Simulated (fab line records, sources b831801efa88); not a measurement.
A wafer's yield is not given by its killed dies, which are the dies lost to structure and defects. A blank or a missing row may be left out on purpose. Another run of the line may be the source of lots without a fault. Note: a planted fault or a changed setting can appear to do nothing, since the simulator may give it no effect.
fab line records	flow sky130
[record] lots = 12	wafers = 36	last-day = 50
route steps=708 shown FIELD_ISO@11 DNWELL@43 NWELL@81 PAD_OPEN@708
lots untouched by any fault: they come from a run of this same line in which no faults occurred
start-h: hours from the record's opening day to when the first of the lot's shown wafers began	wait-h: hours from the lot's prior step to this one	" identical to the entry in the row above	L1.1+2: a single row standing in for several wafers	- no value, or no start given	* or withheld: withheld	< > ~ a bound
route shown NAME@n: names a module that has steps shown in the file, with the first one's number in the route	usual: the fault-free wafers' mean and standard deviation	same: alike in all rows	chamber/n: place in a boat	sites: per-site readings	_std_site: their standard deviation	_edge_site: inner sites' mean taken away from outer sites' mean	radius-mm: how far each site lies from the wafer's centre	mask NAME#n: copy n	behind: tool/chamber where the wafer was last shaped	hold: what put the lot on hold/how long, in hours/how the hold closed	device: the n, p or np transistor that did not switch	end of line: tests run on the same wafers once the route is complete	for a step that has no rows: nothing shown but its recipe	killed: the dies lost at the first sort to structure and to defects; this is not the yield of the wafer	map: per-die view of a wafer (x killed, . not killed, _ where there is no die)
set.NAME: the setting as run; set.NAME@STEP: as run at that earlier step	model.NAME: the simulator's own value behind a step, which no gauge read
a sample of lots followed through the steps of the route, with each step as a table and each wafer as a row
services: from which hour (start-h, from the record's first day; less than 0 if before it) a tool's chamber was out of use, for how many hours, and why
[[steps]]
[step SKY_FIELD_ISO_EXPOSE_10]
[recipe] mask-id = FOM	na = 0.68	source-shape = annular	sigma-inner = 0.4	sigma-outer = 0.8	target-cd-nm = 150	dose-mj = 28
[usual] exposure-dose-mJ-cm2 = 28.000/0.029
lot.wafer	tool	chamber	start-h	wait-h	mask	exposure-dose-mJ-cm2
L588.1	krf-scanner-02	0	27.13	-	FOM#0	28.016
L588.2	"	0	"	"	FOM#0	28.033
L588.4	"	0	"	"	FOM#0	28.008
L591.2	krf-scanner-02	0	43.80	-	FOM#0	28.024
L591.5	"	0	"	"	FOM#0	27.994
L591.6	"	0	"	"	FOM#0	28.005
L592.1	krf-scanner-02	0	50.54	-	FOM#0	27.990
L592.2	"	0	"	"	FOM#0	28.004
L592.6	"	0	"	"	FOM#0	27.977
L593.3	krf-scanner-01	0	55.20	-	FOM#0	27.962
L593.4	"	0	"	"	FOM#0	28.007
L593.6	"	0	"	"	FOM#0	27.981
L597.1	krf-scanner-02	0	73.26	-	FOM#0	27.992
L597.2	"	0	"	"	FOM#0	27.981
L597.6	"	0	"	"	FOM#0	28.031
L599.1	krf-scanner-01	0	83.91	-	FOM#0	28.000
L599.5	"	0	"	"	FOM#0	28.006
L599.6	"	0	"	"	FOM#0	27.936
L603.1	krf-scanner-01	0	104.73	-	FOM#0	28.008
L603.3	"	0	"	"	FOM#0	28.000
L603.6	"	0	"	"	FOM#0	28.005
L604.3	krf-scanner-01	0	109.02	-	FOM#0	28.030
L604.4	"	0	"	"	FOM#0	28.008
L604.6	"	0	"	"	FOM#0	28.043
L605.1	krf-scanner-02	0	114.71	-	FOM#0	30.849
L605.4	"	0	"	"	FOM#0	30.848
L605.5	"	0	"	"	FOM#0	30.872
L606.2	krf-scanner-02	0	118.40	-	FOM#0	30.853
L606.5	"	0	"	"	FOM#0	30.819
L606.6	"	0	"	"	FOM#0	30.859
L607.1	krf-scanner-01	0	124.51	-	FOM#0	27.971
L607.2	"	0	"	"	FOM#0	27.971
L607.6	"	0	"	"	FOM#0	27.963
L610.3	krf-scanner-01	0	140.15	-	FOM#0	27.996
L610.5	"	0	"	"	FOM#0	27.959
L610.6	"	0	"	"	FOM#0	28.040
[step SKY_FIELD_ISO_CD_MEAS_13]
[recipe] target-cd-nm = 150
[usual] cd-nm = 150.3/1.6
lot.wafer	tool	chamber	start-h	wait-h	cd-nm
L588.1	cd-sem-02	-	34.43	-	148.0
L588.2	"	-	"	"	149.2
L588.4	"	-	"	"	149.0
L591.2	cd-sem-01	-	50.85	-	149.2
L591.5	"	-	"	"	150.7
L591.6	"	-	"	"	149.5
L592.1	cd-sem-02	-	57.79	-	149.0
L592.2	"	-	"	"	150.9
L592.6	"	-	"	"	150.3
L593.3	cd-sem-02	-	62.72	-	153.0
L593.4	"	-	"	"	151.6
L593.6	"	-	"	"	152.3
L597.1	cd-sem-02	-	80.73	-	151.2
L597.2	"	-	"	"	151.1
L597.6	"	-	"	"	150.5
L599.1	cd-sem-01	-	91.58	-	151.6
L599.5	"	-	"	"	152.1
L599.6	"	-	"	"	152.8
L603.1	cd-sem-01	-	112.78	-	148.1
L603.3	"	-	"	"	150.1
L603.6	"	-	"	"	149.5
L604.3	cd-sem-02	-	117.83	-	149.6
L604.4	"	-	"	"	149.0
L604.6	"	-	"	"	148.8
L605.1	cd-sem-01	-	124.23	-	132.3
L605.4	"	-	"	"	130.9
L605.5	"	-	"	"	130.5
L606.2	cd-sem-01	-	127.45	-	133.1
L606.5	"	-	"	"	132.3
L606.6	"	-	"	"	132.7
L607.1	cd-sem-01	-	133.43	-	148.0
L607.2	"	-	"	"	149.1
L607.6	"	-	"	"	149.0
L610.3	cd-sem-01	-	149.57	-	149.5
L610.5	"	-	"	"	150.2
L610.6	"	-	"	"	149.8
[step SKY_FIELD_ISO_THK_MEAS_23]
[recipe] reads = SiO2_of_FIELD_ISO_OXIDATION_22
[usual] FIELD_ISO_OXIDATION_01_THK = 10.02/0.17
lot.wafer	tool	chamber	start-h	wait-h	FIELD_ISO_OXIDATION_01_THK[nm]
L588.1	film-metro-04	-	37.67	0.0	9.85
L588.2	"	-	"	"	9.59
L588.4	"	-	"	"	9.70
L591.2	film-metro-04	-	52.81	0.0	9.64
L591.5	"	-	"	"	10.01
L591.6	"	-	"	"	10.01
L592.1	film-metro-04	-	59.62	0.0	9.78
L592.2	"	-	"	"	9.82
L592.6	"	-	"	"	10.05
L593.3	film-metro-02	-	65.02	0.0	9.96
L593.4	"	-	"	"	9.96
L593.6	"	-	"	"	9.83
L597.1	film-metro-01	-	85.04	0.0	9.83
L597.2	"	-	"	"	9.79
L597.6	"	-	"	"	9.78
L599.1	film-metro-01	-	94.74	0.0	9.98
L599.5	"	-	"	"	10.02
L599.6	"	-	"	"	10.24
L603.1	film-metro-02	-	114.63	0.0	10.16
L603.3	"	-	"	"	10.03
L603.6	"	-	"	"	10.09
L604.3	film-metro-02	-	120.19	0.0	10.37
L604.4	"	-	"	"	10.26
L604.6	"	-	"	"	10.02
L605.1	film-metro-04	-	127.00	0.0	10.01
L605.4	"	-	"	"	10.12
L605.5	"	-	"	"	9.90
L606.2	film-metro-04	-	129.79	0.0	10.15
L606.5	"	-	"	"	10.10
L606.6	"	-	"	"	9.98
L607.1	film-metro-01	-	138.71	0.0	10.30
L607.2	"	-	"	"	10.35
L607.6	"	-	"	"	10.17
L610.3	film-metro-04	-	158.45	0.0	9.97
L610.5	"	-	"	"	9.84
L610.6	"	-	"	"	9.88
[step SKY_DNWELL_STRIP_08]
[recipe] chemistry = O2/N2	power-w = 1400	pressure-mtorr = 1500	platen-temp-c = withheld	o2-flow-sccm = 3000	n2-flow-sccm = 300	overash-fraction = 0.5
[usual] drypump-motor-current-A = 5.7/0.39	oes-product-au = 0.722/0.0041	strip-time-to-endpoint-s = 36.89/0.095
lot.wafer	tool	chamber	start-h	wait-h	drypump-motor-current-A	oes-product-au	rf-hours-counter-h	strip-time-to-endpoint-s
L588.1	plasma-asher-01	0	61.43	0.1	5.7	0.722	35	36.76
L588.2	"	1	"	"	5.9	0.719	35	36.94
L588.4	"	0	"	"	5.7	0.725	-	36.97
L591.2	plasma-asher-01	1	74.09	0.1	5.9	0.724	36	36.93
L591.5	"	1	"	"	5.9	0.727	-	36.86
L591.6	"	0	"	"	5.7	0.719	-	36.80
L592.1	plasma-asher-03	1	80.49	0.1	5.2	0.719	28	36.91
L592.2	"	0	"	"	6.2	0.718	28	36.94
L592.6	"	1	"	"	5.2	0.728	-	37.07
L593.3	plasma-asher-02	1	87.92	0.1	6.0	0.728	-	36.89
L593.4	"	0	"	"	5.3	0.715	-	36.82
L593.6	"	0	"	"	5.3	0.722	-	36.78
L597.1	plasma-asher-01	1	107.69	0.1	5.9	0.716	40	36.75
L597.2	"	0	"	"	5.7	0.718	40	36.79
L597.6	"	1	"	"	5.9	0.718	-	36.72
L599.1	plasma-asher-03	1	116.99	0.1	5.2	0.726	32	36.75
L599.5	"	1	"	"	5.2	0.723	-	36.80
L599.6	"	0	"	"	6.2	0.723	-	36.83
L603.1	plasma-asher-01	1	138.53	0.1	5.9	0.720	43	36.95
L603.3	"	0	"	"	5.7	0.723	-	36.99
L603.6	"	1	"	"	5.9	0.724	-	36.94
L604.3	plasma-asher-02	0	145.42	0.1	5.3	0.712	-	36.94
L604.4	"	1	"	"	6.1	0.721	-	36.81
L604.6	"	0	"	"	5.3	0.726	-	36.94
L605.1	plasma-asher-02	1	151.73	0.1	6.1	0.723	3	36.98
L605.4	"	1	"	"	6.1	0.720	-	36.95
L605.5	"	1	"	"	6.1	0.724	-	36.90
L606.2	plasma-asher-03	1	155.89	0.1	5.2	0.727	36	36.82
L606.5	"	1	"	"	5.2	0.723	-	36.87
L606.6	"	0	"	"	6.2	0.721	-	36.80
L607.1	plasma-asher-02	0	170.23	0.1	5.3	0.725	5	36.77
L607.2	"	1	"	"	6.1	0.717	5	36.80
L607.6	"	0	"	"	5.3	0.725	-	36.84
L610.3	plasma-asher-01	1	188.77	0.1	5.9	0.726	-	36.84
L610.5	"	0	"	"	5.7	0.725	-	36.99
L610.6	"	1	"	"	5.9	0.721	-	36.93
[step SKY_NWELL_RTA_28]
[recipe] temp-c = 1050	time-s = 30	idle-temp-c = 650	ramp-up-c-per-s = 150	ramp-down-c-per-s = 90	ambient = N2
[usual] chamber-o2-ppm = 1.995/0.023	lamp-power-pct = 25.31/0.063	wafer_temp_C_max = 1054.8/0.95
lot.wafer	tool	chamber	start-h	wait-h	chamber-o2-ppm	lamp-power-pct	wafer_temp_C_max
L588.1	rtp-anneal-02	0	114.17	0.0	2.008	25.35	1055.0
L588.2	"	0	"	"	1.990	25.23	1053.9
L588.4	"	0	"	"	2.017	25.30	1055.0
L591.2	rtp-anneal-01	0	127.34	0.0	1.991	25.26	1053.7
L591.5	"	0	"	"	2.006	25.34	1055.2
L591.6	"	0	"	"	1.995	25.33	1053.5
L592.1	rtp-anneal-02	0	136.43	0.0	2.015	25.25	1053.7
L592.2	"	0	"	"	1.997	25.27	1055.3
L592.6	"	0	"	"	2.012	25.30	1057.2
L593.3	rtp-anneal-01	0	144.11	0.0	1.984	25.35	1055.4
L593.4	"	0	"	"	1.997	25.20	1053.9
L593.6	"	0	"	"	1.975	25.24	1056.6
L597.1	rtp-anneal-02	0	164.78	0.0	1.991	25.29	1056.9
L597.2	"	0	"	"	1.966	25.25	1055.5
L597.6	"	0	"	"	1.924	25.22	1054.6
L599.1	rtp-anneal-01	0	174.62	0.0	1.964	25.39	1055.2
L599.5	"	0	"	"	1.990	25.32	1054.6
L599.6	"	0	"	"	1.970	25.27	1054.9
L603.1	rtp-anneal-02	0	198.67	0.0	1.988	25.28	1056.1
L603.3	"	0	"	"	1.996	25.25	1053.9
L603.6	"	0	"	"	2.004	25.21	1055.2
L604.3	rtp-anneal-02	0	205.82	0.0	1.985	25.33	1053.6
L604.4	"	0	"	"	1.979	25.33	1054.1
L604.6	"	0	"	"	1.979	25.43	1053.5
L605.1	rtp-anneal-02	0	213.07	0.0	2.014	25.37	1054.6
L605.4	"	0	"	"	2.009	25.22	1054.3
L605.5	"	0	"	"	2.011	25.27	1055.8
L606.2	rtp-anneal-01	0	219.10	0.0	2.036	25.24	1055.2
L606.5	"	0	"	"	1.995	25.29	1055.5
L606.6	"	0	"	"	2.001	25.30	1054.5
L607.1	rtp-anneal-01	0	234.82	0.0	1.965	25.25	1054.4
L607.2	"	0	"	"	1.976	25.26	1054.4
L607.6	"	0	"	"	1.973	25.32	1056.8
L610.3	rtp-anneal-01	0	254.92	0.0	2.015	25.27	1054.6
L610.5	"	0	"	"	2.008	25.39	1054.6
L610.6	"	0	"	"	2.001	25.27	1054.6
[step SKY_PAD_OPEN_PROBE_99]
[usual] killed_at_M0_to_M3 = 44/7.2	killed_at_M4_up = 3.1/1.7	killed-at-contacts = 25/5.1	killed-at-front-end = 14/4.6	killed-at-other = 0.3/0.59	killed-dies = 86/9.6	killed-open = 47/7.4	killed-short = 39/6
[same] gross-dies = 492	killed-at-back-side = 0
lot.wafer	tool	chamber	start-h	wait-h	killed_at_M0_to_M3	killed_at_M4_up	killed-at-contacts	killed-at-front-end	killed-at-other	killed-dies	killed-open	killed-short
L605.1	prober-02	-	1167.71	0.1	45	0	22	33	0	100	51	40
L605.4	prober-02	-	1167.86	0.2	50	2	24	28	1	105	53	32
L605.5	prober-02	-	1167.91	0.2	44	3	14	37	1	99	43	37
L606.2	prober-01	-	1171.74	0.1	39	1	18	18	0	76	42	29
L606.5	prober-01	-	1171.89	0.2	42	2	24	17	0	85	44	34
L606.6	prober-01	-	1171.94	0.2	47	6	25	17	0	95	46	43
// killed by level:class
L605.1 VIA1:geometric-particle:open=13 CONTACT:geometric-particle:open=10 FIELD_ISO:geometric-particle:short=9 FIELD_ISO:area-expose=9 VIA2:geometric-particle:open=7 FIELD_ISO:geometric-particle:open=6 CONTACT:geometric-particle:short=5 VIA1:geometric-particle:short=4
L605.4 FIELD_ISO:area-expose=20 CONTACT:geometric-particle:open=12 VIA2:geometric-particle:open=11 VIA1:geometric-particle:open=8 CONTACT:geometric-particle:short=7 VIA3:geometric-particle:open=6 METAL1:geometric-particle:short=5 LI_CONTACT:geometric-particle:open=4
L605.5 FIELD_ISO:area-expose=19 VIA1:geometric-particle:open=10 METAL2:geometric-particle:short=8 VIA1:geometric-particle:short=7 VIA2:geometric-particle:open=7 FIELD_ISO:geometric-particle:short=6 FIELD_ISO:geometric-particle:open=5 CONTACT:geometric-particle:short=5
L606.2 VIA1:geometric-particle:open=12 CONTACT:geometric-particle:open=8 VIA3:geometric-particle:open=6 FIELD_ISO:area-expose=5 FIELD_ISO:geometric-particle:short=4 LI_CONTACT:geometric-particle:open=4 METAL1:geometric-particle:short=4 VIA3:geometric-particle:short=4
L606.5 VIA1:geometric-particle:open=14 CONTACT:geometric-particle:open=11 FIELD_ISO:area-expose=7 VIA1:geometric-particle:short=6 CONTACT:geometric-particle:short=5 METAL1:geometric-particle:short=5 POLY_GATE:geometric-particle:short=4 LI_CONTACT:geometric-particle:short=4
L606.6 VIA1:geometric-particle:open=13 VIA3:geometric-particle:open=12 CONTACT:geometric-particle:open=8 METAL2:geometric-particle:short=7 LOCAL_INTERCONNECT:geometric-particle:short=6 METAL4:geometric-particle:short=6 FIELD_ISO:area-expose=6 LI_CONTACT:geometric-particle:short=5
[[services]]
tool	chamber	start-h	hours	kind
krf-scanner-02	-	6.11	10.0	repair
krf-scanner-01	-	24.98	13.7	repair
plasma-asher-01	-	26.47	1.9	repair
plasma-asher-01	-	32.63	1.6	repair
plasma-asher-01	-	35.59	2.5	repair
krf-scanner-01	-	48.37	5.1	repair
krf-scanner-01	-	85.25	0.8	pm
krf-scanner-01	-	90.35	1.0	pm
krf-scanner-02	-	96.59	11.6	pm
plasma-asher-02	-	108.75	9.0	pm
plasma-asher-02	0	108.75	9.0	vent-cycle
plasma-asher-02	1	108.75	9.0	vent-cycle
plasma-asher-02	0	117.75	-	clean
plasma-asher-02	1	117.75	-	clean
krf-scanner-02	-	123.83	1.0	pm
krf-scanner-02	-	125.42	0.8	pm
krf-scanner-01	-	134.22	1.3	pm
krf-scanner-02	-	137.76	4.4	pm
krf-scanner-01	-	162.39	0.5	repair
krf-scanner-02	-	174.42	1.3	pm
krf-scanner-01	-	189.10	4.0	pm
krf-scanner-02	-	250.90	3.6	pm
krf-scanner-01	-	254.45	0.8	pm
[[key]]
[first-sign] step = SKY_FIELD_ISO_EXPOSE_10	reading = exposure-dose-mJ-cm2	direction = up	sigmas = 98	usual = *	struck = *
[effect] step = SKY_FIELD_ISO_CD_MEAS_13	reading = cd-nm	direction = down	sigmas = 11	usual = 150.3	struck = 132.0
[effect] step = SKY_PAD_OPEN_PROBE_99	reading = killed-at-front-end	direction = up	sigmas = 2.4	usual = 14	struck = 25	wafers-moved = 3
met-at SKY_FIELD_ISO_EXPOSE_10
struck-lots L605,L606
tester-left-out L605,L606
not-acting-at SKY_FIELD_ISO_THK_MEAS_23,SKY_DNWELL_STRIP_08,SKY_NWELL_RTA_28
onset-between 73.26 114.71
[fault] kind = process-parameter-drift	tool = krf-scanner-02	chamber = -	onset-h = 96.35	steps = SKY_FIELD_ISO_EXPOSE_10	channel = dose-mj	offset = 2.874	shape = step	acts-in = these-recipes-only	stated = 28
// tester-left-out: of these lots the tester's yield and bins aren't shown, on N5 and GAA mostly nor the transistor test; their killed dies are dies lost to structure and defects alone, not to doping, threshold or leakage, so they don't give the yield
